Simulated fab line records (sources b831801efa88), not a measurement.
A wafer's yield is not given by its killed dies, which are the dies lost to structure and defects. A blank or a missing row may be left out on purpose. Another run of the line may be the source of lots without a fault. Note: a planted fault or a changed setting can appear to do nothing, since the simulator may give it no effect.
A lot that was struck, set against a sound lot | flow gf180mcu | 15 out of 602 route steps
Sound: the wafers L945.2, L945.4, L945.5. Struck: wafers L956.2, L956.3, L956.6. At the end, the cause is stated.
For every step that has rows: the tool of each side, followed by ch and its chambers, followed by its first start. Under that, the readings that differ: sound wafers | struck wafers | difference of the means | sigmas: that difference in standard deviations of wafers without a fault.
alike: readings with means less than 2 such deviations apart, plus words and numbers identical on both sides. not compared: withheld readings, readings lacking a value on some wafer, bounds such as >300 that could conceal the same value, and numbers that have no deviation in the record and whose values overlap.
A row with sigmas, a row that says differs or no value, or rows on one side alone: a step with any of these is where the two part. Numbers that don't overlap but have no deviation are shown without sigmas and don't part them. A reading missing from all wafers of one side parts the sides only when that side holds two or more wafers.

GF_PSD_RS_MEAS_15: measurement is done with a four-point probe.
  struck on film_metro-03, day 18 21:31; sound on film_metro-03, day 14 20:34
  alike: PSD_RS
GF_SAB_CVD_00: deposits SiO2 from TEOS, target thk 50 nm, time 4.9302 s.
  sound on pecvd-02 ch 1, day 14 20:40; struck on pecvd-02 ch 1,2, day 18 21:37
  alike: heater_power_w
  not compared: since_wet_clean_h
GF_SAB_THK_MEAS_01:
  struck on film_metro-02, day 18 21:38; sound on film_metro-04, day 14 20:43
  alike: SAB_CVD_00_THK
then, 7 steps without rows for these wafers: GF_SAB_DEHYDRATE_02 (time 60 s); GF_SAB_HMDS_03 (prime time 60 s); GF_SAB_COAT_04 (resist thk 1000 nm); GF_SAB_SOFTBAKE_05 (time 60 s); GF_SAB_EXPOSE_06 (exposes mask SAB, target cd 420 nm); GF_SAB_PEB_07; GF_SAB_DEVELOP_08 (develop time 60 s).
GF_SAB_CD_MEAS_09: the cd target is 420 nm.
  struck on cd_sem-02, day 19 21:44; sound on cd_sem-02, day 15 16:32
  alike: cd_nm
GF_SAB_OVL_MEAS_10:
  struck on overlay-02, day 19 21:50; sound on overlay-01, day 15 16:38
  alike: SAB_OVL
GF_SAB_ETCH_11: etches SiO2 in C4F8/O2/Ar, target depth 55 nm, time 8.5 s.
  sound on rie_diel-01 ch 0,1,2, day 15 16:40; struck on rie_diel-01 ch 1,2,3, day 19 21:52
  reading                         | sound             | struck            | difference | sigmas
  oes_product_au (a.u.)           | 0.996 0.997 1.000 | 1.199 1.196 1.201 | +0.201     | +25
  model.SAB.feature_depth_nm (nm) | 54.9 55.02 55.4   | 72.75 71.66 72.51 | +17.20     |
  model.etch.depth_nm (nm)        | 54.9 55.02 55.4   | 72.75 71.66 72.51 | +17.20     |
  alike: bias_w
  not compared: rf_hours_counter_h
then, 2 steps without rows for these wafers: GF_SAB_WET_ETCH_12 (etches SiO2 in dHF, target depth 22 nm, time 440 s); GF_PASSIVATION_PROBE_99.

== WHERE THEY PART ==
Only at GF_SAB_ETCH_11, within this record.

WHY: what the simulator had put in
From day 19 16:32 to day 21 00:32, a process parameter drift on rie_diel-01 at GF_SAB_ETCH_11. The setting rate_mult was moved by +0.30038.
